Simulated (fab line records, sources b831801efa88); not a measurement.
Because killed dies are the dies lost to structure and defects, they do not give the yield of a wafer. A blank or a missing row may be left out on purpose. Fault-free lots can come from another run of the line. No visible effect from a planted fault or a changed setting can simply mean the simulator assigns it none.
fab line records	flow sky130
[record] lots = 12	wafers = 36	lastDay = 50
route steps=708 shown CAPM@550 METAL5@661 PAD_OPEN@707
lots that met no fault: from a run of the same line without faults
startH: the number of hours between the record's first day and the start of the first shown wafer of the lot	waitH: how many hours have passed since the lot's step before this one	" identical to the entry in the row above	L1.1+2: a single row standing in for several wafers	- either no value or no given start	* or withheld: withheld	< > ~ a bound
route shown NAME@n: a module of which the file shows steps, and the number in the route of the first	usual: mean and standard deviation over wafers with no fault	same: alike in all rows	chamber/n: place in a boat	sites: readings site by site	_std_site: standard deviation of those values	_edge_site: the outer-site mean with the inner-site mean subtracted	radiusMm: for every site, how far away it sits from the centre of the wafer	mask NAME#n: copy n	behind: the last tool/chamber to shape the wafer	hold: why the lot was held/for how many hours/how that ended	device: transistor that didn't switch, given as n, p or np	end of line: the route-end tests of the same wafers	for a step that has no rows: nothing shown but its recipe	killed: the dies lost at the first sort to structure and to defects; this is not the yield of the wafer	map: a wafer's dies, x killed, . not, _ none there
set.NAME: the run value of the setting; set.NAME@STEP: its run value at that earlier step	model.NAME: the simulator's own value behind a step, which no gauge read
the route's steps for a sample of lots (tables are steps, rows are wafers)
services: a tool's chamber out of use, with start hour (startH, from the record's first day; less than 0 if before it), hours out, and reason
[[steps]]
[step SKY_CAPM_METAL_ETCH_13]
[recipe] targetDepthNm = 220	stopOn = SiO2	chemistry = Cl2/BCl3	target = TiN	pressureMtorr = 10	icpW = 900	biasW = 48.5	Cl2_flow_sccm = 60	bcl3FlowSccm = 30	timeS = 62.9
[usual] drypumpMotorCurrentA = 6.0/0.32	oesProductAu = 0.939/0.0082	throttleValvePct = 21.903/0.0092
lot.wafer	tool	chamber	startH	waitH	drypumpMotorCurrentA	oesProductAu	rfHoursCounterH	throttleValvePct
L973.1	rieMetal-01	1	875.13	0.0	5.9	0.933	15	21.896
L973.2	"	0	"	"	5.9	0.933	6	21.899
L973.6	"	0	"	"	5.9	0.932	-	21.879
L974.1	rieMetal-02	1	883.22	0.0	6.3	0.943	3	21.910
L974.2	"	0	"	"	6.0	0.964	8	21.900
L974.6	"	0	"	"	6.0	0.940	-	21.900
L975.4	rieMetal-01	1	909.00	0.0	5.9	0.945	-	21.901
L975.5	"	0	"	"	6.0	0.952	-	21.909
L975.6	"	1	"	"	6.0	0.947	-	21.901
L978.1	rieMetal-01	1	917.02	0.0	5.9	0.926	16	21.903
L978.4	"	1	"	"	5.9	0.937	-	21.912
L978.6	"	1	"	"	5.9	0.936	-	21.914
L979.1	rieMetal-02	0	925.52	0.0	6.0	0.944	10	21.904
L979.2	"	1	"	"	6.3	0.938	4	21.893
L979.5	"	1	"	"	6.3	0.937	-	21.912
L980.2	rieMetal-01	0	933.37	0.0	6.0	0.949	8	21.897
L980.4	"	1	"	"	6.0	0.946	-	21.880
L980.6	"	0	"	"	6.0	0.931	-	21.907
L982.3	rieMetal-02	0	956.04	0.0	6.0	0.950	-	21.886
L982.4	"	1	"	"	6.3	0.931	-	21.898
L982.6	"	0	"	"	6.0	0.942	-	21.905
L985.2	rieMetal-04	1	974.80	0.0	5.4	0.948	-	21.889
L985.3	"	1	"	"	5.4	0.928	-	21.899
L985.6	"	1	"	"	5.3	0.948	-	21.905
L986.1	rieMetal-04	1	979.48	0.0	5.4	0.952	4	21.898
L986.4	"	1	"	"	5.4	0.949	-	21.887
L986.6	"	1	"	"	5.4	0.953	-	21.913
L987.3	rieMetal-04	1	993.26	0.0	5.4	0.940	-	21.897
L987.5	"	0	"	"	6.4	0.925	-	21.908
L987.6	"	1	"	"	5.4	0.938	-	21.919
L989.2	rieMetal-02	1	1003.97	0.0	6.3	0.934	8	21.889
L989.4	"	0	"	"	6.0	0.933	-	21.894
L989.5	"	1	"	"	6.3	0.937	-	21.906
L995.1	rieMetal-01	0	1031.32	0.0	6.0	0.940	15	21.890
L995.2	"	0	"	"	6.0	0.939	-	21.899
L995.3	"	0	"	"	6.0	0.949	-	21.894
[step SKY_METAL5_SPUTTER_00]
[recipe] material = Ti	targetThkNm = 15	powerW = 3000	timeS = 10	chamberPressurePa = 0.4
[usual] throttleValvePct = 30.1/0.91
lot.wafer	tool	chamber	startH	waitH	throttleValvePct
L973.1	pvdSputter-02	-	1005.54	0.2	31.3
L973.2	"	-	"	"	30.9
L973.6	"	-	"	"	30.6
L974.1	pvdSputter-01	-	1010.28	0.2	31.1
L974.2	"	-	"	"	28.6
L974.6	"	-	"	"	31.4
L975.4	pvdSputter-01	-	1037.63	0.1	29.1
L975.5	"	-	"	"	28.5
L975.6	"	-	"	"	31.4
L978.1	pvdSputter-02	-	1043.94	0.2	29.5
L978.4	"	-	"	"	30.9
L978.6	"	-	"	"	29.4
L979.1	pvdSputter-02	-	1050.22	0.1	29.7
L979.2	"	-	"	"	30.6
L979.5	"	-	"	"	30.3
L980.2	pvdSputter-02	-	1058.20	0.1	30.3
L980.4	"	-	"	"	29.6
L980.6	"	-	"	"	30.1
L982.3	pvdSputter-02	-	1077.83	0.1	30.9
L982.4	"	-	"	"	29.4
L982.6	"	-	"	"	31.3
L985.2	pvdSputter-01	-	1095.18	0.1	31.4
L985.3	"	-	"	"	29.2
L985.6	"	-	"	"	29.1
L986.1	pvdSputter-02	-	1098.39	0.1	29.5
L986.4	"	-	"	"	30.7
L986.6	"	-	"	"	30.3
L987.3	pvdSputter-04	-	1110.40	0.1	29.5
L987.5	"	-	"	"	29.6
L987.6	"	-	"	"	28.7
L989.2	pvdSputter-04	-	1119.24	0.1	29.6
L989.4	"	-	"	"	30.0
L989.5	"	-	"	"	29.5
L995.1	pvdSputter-04	-	1140.75	0.1	29.4
L995.2	"	-	"	"	29.0
L995.3	"	-	"	"	29.4
[step SKY_METAL5_METAL_ETCH_15]
[recipe] targetDepthA = 12600	stopOn = SiO2	overEtchFrac = 0.2	timeS = 252	chemistry = Cl2/BCl3	resistSidewallDeg = 86	pressureMtorr = 10	icpW = 900	biasW = 48.5	Cl2_flow_sccm = 60	bcl3FlowSccm = 30
[usual] drypumpMotorCurrentA = 5.9/0.39	oesProductAu = 0.894/0.0056	throttleValvePct = 22.265/0.0094
lot.wafer	tool	chamber	startH	waitH	drypumpMotorCurrentA	oesProductAu	rfHoursCounterH	throttleValvePct
L973.1	rieMetal-02	1	1028.83	0.0	6.3	0.899	10	22.253
L973.2	"	0	"	"	6.0	0.890	15	22.275
L973.6	"	1	"	"	6.3	0.891	-	22.255
L974.1	rieMetal-01	1	1033.33	0.0	5.9	0.890	0	22.264
L974.2	"	0	"	"	6.0	0.888	16	22.255
L974.6	"	0	"	"	6.0	0.892	-	22.270
L975.4	rieMetal-04	1	1059.61	0.1	5.4	0.889	-	22.277
L975.5	"	0	"	"	6.4	0.894	-	22.256
L975.6	"	1	"	"	5.4	0.897	-	22.260
L978.1	rieMetal-04	0	1066.07	0.0	6.4	0.888	6	22.257
L978.4	"	1	"	"	5.4	0.901	-	22.273
L978.6	"	0	"	"	6.3	0.895	-	22.259
L979.1	rieMetal-04	1	1072.52	0.0	5.4	0.898	10	22.265
L979.2	"	0	"	"	6.3	0.895	6	22.260
L979.5	"	1	"	"	5.3	0.893	-	22.244
L980.2	rieMetal-04	0	1079.98	0.0	6.3	0.898	7	22.273
L980.4	"	0	"	"	6.3	0.890	-	22.257
L980.6	"	1	"	"	5.4	0.891	-	22.269
L982.3	rieMetal-01	1	1097.71	0.1	5.9	0.883	-	22.269
L982.4	"	0	"	"	5.9	0.898	-	22.263
L982.6	"	0	"	"	5.9	0.895	-	22.275
L985.2	rieMetal-01	0	1115.12	0.0	6.0	0.902	21	22.242
L985.3	"	1	"	"	5.9	0.888	-	22.270
L985.6	"	1	"	"	5.9	0.904	-	22.268
L986.1	rieMetal-01	1	1118.32	0.0	6.0	0.890	6	22.245
L986.4	"	1	"	"	6.0	0.890	-	22.277
L986.6	"	1	"	"	5.9	0.900	-	22.269
L987.3	rieMetal-01	0	1129.51	0.1	6.0	0.891	-	22.255
L987.5	"	1	"	"	5.9	0.894	-	22.274
L987.6	"	0	"	"	6.0	0.897	-	22.237
L989.2	rieMetal-04	0	1138.39	0.0	6.3	0.893	11	22.264
L989.4	"	1	"	"	5.4	0.893	-	22.267
L989.5	"	1	"	"	5.4	0.891	-	22.258
L995.1	rieMetal-04	1	1158.73	0.0	5.4	0.893	16	22.258
L995.2	"	0	"	"	6.3	0.891	13	22.256
L995.3	"	0	"	"	6.4	0.886	-	22.283
[step SKY_PAD_OPEN_BOW_MEAS_13]
[recipe] mode = bow
[usual] PAD_OPEN_BOW = 47/8.3
lot.wafer	tool	chamber	startH	waitH	PAD_OPEN_BOW[um]
L973.1	filmMetro-02	-	1076.09	-	53
L973.2	"	-	"	"	62
L973.6	"	-	"	"	62
L974.1	filmMetro-02	-	1080.18	-	60
L974.2	"	-	"	"	66
L974.6	"	-	"	"	47
L975.4	filmMetro-02	-	1105.16	-	55
L975.5	"	-	"	"	46
L975.6	"	-	"	"	32
L978.1	filmMetro-04	-	1110.09	-	54
L978.4	"	-	"	"	41
L978.6	"	-	"	"	64
L979.1	filmMetro-02	-	1116.99	-	33
L979.2	"	-	"	"	39
L979.5	"	-	"	"	37
L980.2	filmMetro-03	-	1124.05	-	47
L980.4	"	-	"	"	39
L980.6	"	-	"	"	49
L982.3	filmMetro-02	-	1139.38	-	61
L982.4	"	-	"	"	59
L982.6	"	-	"	"	62
L985.2	filmMetro-02	-	1155.60	-	43
L985.3	"	-	"	"	44
L985.6	"	-	"	"	44
L986.1	filmMetro-04	-	1158.79	-	42
L986.4	"	-	"	"	54
L986.6	"	-	"	"	53
L987.3	filmMetro-03	-	1168.52	-	35
L987.5	"	-	"	"	43
L987.6	"	-	"	"	52
L989.2	filmMetro-04	-	1177.84	-	59
L989.4	"	-	"	"	53
L989.5	"	-	"	"	57
L995.1	filmMetro-03	-	1196.24	-	49
L995.2	"	-	"	"	52
L995.3	"	-	"	"	47
[step SKY_PAD_OPEN_PROBE_99]
[usual] defectLimitedYield = 82.8/2	killed_at_M0_to_M3 = 43/7.8	killed_at_M4_up = 3.2/1.9	killedAtContacts = 24/5	killedAtFrontEnd = 14/4.5	killedAtOther = 0.2/0.41	killedDies = 84/9.6	killedOpen = 47/6.9	killedShort = 38/6	sort_bin_3_pad_short = 0.8/0.43	sort_bin_5_function = 10.1/1.4	sort_bin_6_memory = 6.3/1.1	sortNPass = 408/9.6	sortYieldPct = 82.8/2
[same] grossDies = 492	killedAtBackSide = 0	sort_bin_4_leakage[%] = 0	sort_bin_8_speed[%] = 0
lot.wafer	tool	chamber	startH	waitH	defectLimitedYield[%]	killed_at_M0_to_M3	killed_at_M4_up	killedAtContacts	killedAtFrontEnd	killedAtOther	killedDies	killedOpen	killedShort	sort_bin_3_pad_short[%]	sort_bin_5_function[%]	sort_bin_6_memory[%]	sortNPass	sortYieldPct[%]
L975.4	prober-01	-	1105.37	0.2	80.9	54	3	18	19	0	94	47	47	1.4	11.8	5.9	398	80.9
L975.5	prober-01	-	1105.42	0.2	82.9	32	9	31	12	0	84	49	35	1.0	9.8	6.3	408	82.9
L975.6	prober-01	-	1105.47	0.2	83.3	39	6	18	19	0	82	52	30	0.8	8.7	7.1	410	83.3
L978.1	prober-01	-	1110.21	0.1	84.6	28	3	24	21	0	76	43	33	0.6	8.3	6.5	416	84.6
L978.4	prober-01	-	1110.36	0.2	82.7	43	3	26	13	0	85	48	37	0.6	9.6	7.1	407	82.7
L978.6	prober-01	-	1110.46	0.2	83.7	32	0	33	14	1	80	51	29	0.4	9.6	6.3	412	83.7
L985.2	prober-02	-	1155.75	0.1	83.1	40	4	20	19	0	83	45	38	0.8	10.2	5.9	409	83.1
L985.3	prober-02	-	1155.80	0.2	88.2	24	4	20	10	0	58	35	23	0.6	7.7	3.5	434	88.2
L985.6	prober-02	-	1155.95	0.2	81.9	53	3	21	12	0	89	54	35	0	11.4	6.7	403	81.9
L986.1	prober-01	-	1158.91	0.1	68.9	45	3	22	27	56	153	45	52	3.0	21.1	6.9	339	68.9
L986.4	prober-01	-	1159.06	0.2	73.0	43	0	24	10	56	133	47	30	2.6	16.9	7.5	359	73.0
L986.6	prober-01	-	1159.16	0.2	72.0	35	2	29	12	60	138	48	30	3.9	15.4	8.7	354	72.0
L987.3	prober-02	-	1168.70	0.2	74.0	39	3	19	7	60	128	42	26	2.2	18.3	5.5	364	74.0
L987.5	prober-02	-	1168.80	0.2	70.9	50	2	19	22	50	143	54	39	3.9	17.9	7.3	349	70.9
L987.6	prober-02	-	1168.85	0.2	73.2	44	6	22	9	51	132	38	44	4.1	16.7	6.1	360	73.2
L989.2	prober-02	-	1177.99	0.1	79.1	51	8	20	24	0	103	56	47	1.4	12.6	6.9	389	79.1
L989.4	prober-02	-	1178.09	0.2	86.4	43	0	14	10	0	67	34	33	1.6	7.1	4.9	425	86.4
L989.5	prober-02	-	1178.14	0.2	86.0	46	2	13	8	0	69	43	26	0.6	10.4	3.0	423	86.0
// killed by level:class
L975.4 VIA1:geometricParticle:short=10 VIA2:geometricParticle:open=9 VIA1:geometricParticle:open=9 METAL1:geometricParticle:short=7 FIELD_ISO:geometricParticle:open=5 POLY_GATE:geometricParticle:short=5 LI_CONTACT:geometricParticle:short=5 CONTACT:geometricParticle:open=5
L975.5 CONTACT:geometricParticle:open=10 LI_CONTACT:geometricParticle:open=9 VIA1:geometricParticle:open=8 METAL4:geometricParticle:short=8 METAL2:geometricParticle:short=7 FIELD_ISO:geometricParticle:short=4 LOCAL_INTERCONNECT:geometricParticle:short=4 CONTACT:geometricParticle:short=4
L975.6 CONTACT:geometricParticle:open=10 VIA1:geometricParticle:open=9 VIA2:geometricParticle:open=8 FIELD_ISO:geometricParticle:open=6 METAL2:geometricParticle:short=6 POLY_GATE:geometricParticle:open=4 VIA3:geometricParticle:open=4 POLY_GATE:geometricParticle:short=3
L978.1 POLY_GATE:geometricParticle:open=9 CONTACT:geometricParticle:open=9 METAL2:geometricParticle:short=8 LOCAL_INTERCONNECT:geometricParticle:short=5 VIA1:geometricParticle:open=5 FIELD_ISO:geometricParticle:open=4 LI_CONTACT:geometricParticle:open=4 CONTACT:geometricParticle:short=3
L978.4 CONTACT:geometricParticle:open=11 METAL2:geometricParticle:short=7 VIA1:geometricParticle:open=7 VIA2:geometricParticle:short=6 VIA2:geometricParticle:open=5 VIA3:geometricParticle:open=5 CONTACT:geometricParticle:short=4 LI_CONTACT:geometricParticle:open=4
L978.6 VIA1:geometricParticle:open=11 CONTACT:geometricParticle:open=10 LI_CONTACT:geometricParticle:open=8 VIA3:geometricParticle:open=7 CONTACT:geometricParticle:short=6 FIELD_ISO:geometricParticle:open=4 POLY_GATE:geometricParticle:short=4 LOCAL_INTERCONNECT:geometricParticle:short=4
L985.2 VIA1:geometricParticle:open=11 CONTACT:geometricParticle:open=7 FIELD_ISO:geometricParticle:open=6 VIA2:geometricParticle:open=6 POLY_GATE:geometricParticle:short=5 LI_CONTACT:geometricParticle:open=5 VIA3:geometricParticle:open=5 VIA1:geometricParticle:short=4
L985.3 VIA1:geometricParticle:open=10 LI_CONTACT:geometricParticle:open=7 CONTACT:geometricParticle:open=7 FIELD_ISO:geometricParticle:short=5 METAL4:geometricParticle:short=4 VIA2:geometricParticle:open=3 LI_CONTACT:geometricParticle:short=3 VIA3:geometricParticle:open=3
L985.6 VIA2:geometricParticle:open=12 METAL1:geometricParticle:short=10 VIA1:geometricParticle:open=10 VIA3:geometricParticle:open=9 CONTACT:geometricParticle:open=7 CONTACT:geometricParticle:short=6 FIELD_ISO:geometricParticle:open=4 LI_CONTACT:geometricParticle:open=3
L986.1 CAPM:unspecified=56 METAL1:geometricParticle:short=11 CONTACT:geometricParticle:open=10 FIELD_ISO:geometricParticle:short=8 LI_CONTACT:geometricParticle:open=7 FIELD_ISO:geometricParticle:open=6 METAL2:geometricParticle:open=5 POLY_GATE:geometricParticle:short=5
L986.4 CAPM:unspecified=56 LI_CONTACT:geometricParticle:open=11 VIA1:geometricParticle:open=10 VIA3:geometricParticle:open=9 CONTACT:geometricParticle:open=6 METAL1:geometricParticle:short=4 VIA1:geometricParticle:short=4 METAL2:geometricParticle:short=4
L986.6 CAPM:unspecified=60 LI_CONTACT:geometricParticle:open=10 CONTACT:geometricParticle:open=10 VIA1:geometricParticle:open=8 CONTACT:geometricParticle:short=6 VIA2:geometricParticle:open=6 POLY_GATE:geometricParticle:open=5 VIA2:geometricParticle:short=5
L987.3 CAPM:unspecified=60 VIA1:geometricParticle:open=9 LI_CONTACT:geometricParticle:open=7 CONTACT:geometricParticle:open=5 VIA3:geometricParticle:short=5 VIA3:geometricParticle:open=5 VIA1:geometricParticle:short=4 POLY_GATE:geometricParticle:open=3
L987.5 CAPM:unspecified=50 FIELD_ISO:geometricParticle:open=11 VIA1:geometricParticle:open=11 VIA2:geometricParticle:open=11 CONTACT:geometricParticle:short=6 METAL1:geometricParticle:short=6 VIA3:geometricParticle:open=6 LOCAL_INTERCONNECT:geometricParticle:short=5
L987.6 CAPM:unspecified=50 CONTACT:geometricParticle:open=10 METAL1:geometricParticle:short=8 VIA1:geometricParticle:open=8 VIA3:geometricParticle:open=7 METAL2:geometricParticle:short=6 LOCAL_INTERCONNECT:geometricParticle:short=5 POLY_GATE:geometricParticle:short=4
L989.2 VIA1:geometricParticle:open=14 VIA2:geometricParticle:open=11 CONTACT:geometricParticle:open=8 POLY_GATE:geometricParticle:short=7 POLY_GATE:geometricParticle:open=6 VIA3:geometricParticle:open=6 LOCAL_INTERCONNECT:geometricParticle:short=6 METAL1:geometricParticle:short=5
L989.4 METAL2:geometricParticle:short=11 VIA1:geometricParticle:open=9 VIA2:geometricParticle:open=8 CONTACT:geometricParticle:open=4 VIA3:geometricParticle:short=4 FIELD_ISO:geometricParticle:open=3 LI_CONTACT:geometricParticle:open=3 CONTACT:geometricParticle:short=3
L989.5 VIA1:geometricParticle:open=20 CONTACT:geometricParticle:open=7 VIA1:geometricParticle:short=5 VIA2:geometricParticle:open=4 FIELD_ISO:geometricParticle:open=3 LOCAL_INTERCONNECT:geometricParticle:short=3 METAL1:geometricParticle:short=3 VIA2:geometricParticle:short=3
[[services]]
tool	chamber	startH	hours	kind
rieMetal-02	-	855.97	0.8	repair
pvdSputter-02	-	871.33	5.8	repair
rieMetal-04	1	881.01	-	clean
rieMetal-02	-	881.20	0.7	repair
pvdSputter-01	-	881.97	18.4	repair
rieMetal-01	0	911.02	9.7	repair
rieMetal-02	-	919.90	2.8	pm
pvdSputter-04	-	923.37	1.8	repair
rieMetal-01	-	966.48	0.8	repair
rieMetal-04	-	969.54	1.4	pm
rieMetal-04	0	972.82	4.8	repair
pvdSputter-04	-	978.23	4.6	repair
pvdSputter-04	-	993.71	3.4	repair
pvdSputter-02	-	998.61	5.5	repair
rieMetal-01	1	1003.26	-	clean
rieMetal-01	1	1003.26	29.5	scheduledDown
rieMetal-01	1	1003.26	29.5	ventCycle
pvdSputter-04	-	1023.62	2.4	repair
pvdSputter-04	-	1059.55	3.9	repair
pvdSputter-04	-	1061.28	7.2	repair
pvdSputter-04	-	1116.14	0.6	repair
pvdSputter-02	-	1141.14	7.7	repair
pvdSputter-01	-	1144.50	4.4	repair
rieMetal-01	1	1149.30	9.1	repair
[[key]]
[firstSign] step = SKY_PAD_OPEN_PROBE_99	reading = killedAtOther	direction = up	sigmas = 55	usual = 0.2	struck = 55.5
[effect] step = SKY_PAD_OPEN_PROBE_99	reading = sort_bin_3_pad_short	direction = up	sigmas = 5.7	usual = 0.8	struck = 3.3
metAt SKY_CAPM_METAL_ETCH_13
struckLots L986,L987
notActingAt SKY_METAL5_SPUTTER_00,SKY_METAL5_METAL_ETCH_15,SKY_PAD_OPEN_BOW_MEAS_13
onsetBetween 974.80 979.48
[fault] kind = chamberParticleSource	tool = rieMetal-04	chamber = -	onsetH = 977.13	steps = SKY_CAPM_METAL_ETCH_13	ratePerVisitCm2 = 0.87228	endH = 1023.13
